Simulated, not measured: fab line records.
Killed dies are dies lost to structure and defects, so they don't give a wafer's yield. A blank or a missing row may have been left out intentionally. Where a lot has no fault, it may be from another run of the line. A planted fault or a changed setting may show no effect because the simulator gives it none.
Chamber matching + flow sfq line + cmp-01 running SFQ_TRILAYER_I4_CMP_CMP_100: 4 sister chambers
The step polishes SiO2. 8 wafers are shown with their chamber, then 8 later ones without.

## WAFERS, EACH WITH ITS CHAMBER
| wafer  | chamber | time to endpoint s (s) | motor current A (A) |
|--------|---------|------------------------|---------------------|
| L376.6 | 3       | 221                    | 10.8                |
| L377.3 | 3       | 221                    | 10.5                |
| L384.2 | 1       | 213                    | 10.8                |
| L384.3 | 2       | 212                    | 9.0                 |
| L385.3 | 2       | 200                    | 9.7                 |
| L385.1 | 0       | 205                    | 10.1                |
| L385.2 | 1       | 217                    | 10.2                |
| L386.1 | 0       | 212                    | 10.6                |

## WAFERS WITH NO CHAMBER GIVEN
| wafer  | time to endpoint s (s) | motor current A (A) |
|--------|------------------------|---------------------|
| L386.4 | 220                    | 10.1                |
| L386.5 | 208                    | 11.1                |
| L393.1 | 202                    | 10.8                |
| L393.3 | 204                    | 9.6                 |
| L393.4 | 227                    | 10.2                |
| L397.2 | 207                    | 9.5                 |
| L397.4 | 218                    | 10.1                |
| L397.5 | 222                    | 10.4                |

## WHICH CHAMBER EACH WENT THROUGH
| wafer  | from the rows above               | in truth |
|--------|-----------------------------------|----------|
| L386.4 | can't be placed: 1 or 3 or 0 or 2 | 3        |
| L386.5 | can't be placed: 0 or 1 or 3      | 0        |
| L393.1 | can't be placed: 0 or 1           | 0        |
| L393.3 | can't be placed: 2 or 0           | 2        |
| L393.4 | can't be placed: 3 or 1 or 0      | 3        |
| L397.2 | can't be placed: 2 or 0           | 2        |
| L397.4 | can't be placed: 1 or 3 or 0 or 2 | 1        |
| L397.5 | can't be placed: 3 or 1 or 0      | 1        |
Correct placement for 0 of the 8. Not placeable from these rows: 8 (in 8, the candidates include the true chamber). Wrongly placed: 0.
How it was worked out, from the rows above alone: a wafer's distance from a chamber is the root of the sum, over the readings, of the square of ((its reading less the chamber's mean) divided by the reading's scatter). If the next closest chamber is less than 2 further off than the closest, the wafer can't be placed; otherwise it belongs to the closest. Each chamber's mean is taken over the wafers shown for it. The scatter: the root of (the sum of the squares of (reading less its chamber's mean) over the shown wafers, divided by (wafers less chambers)).
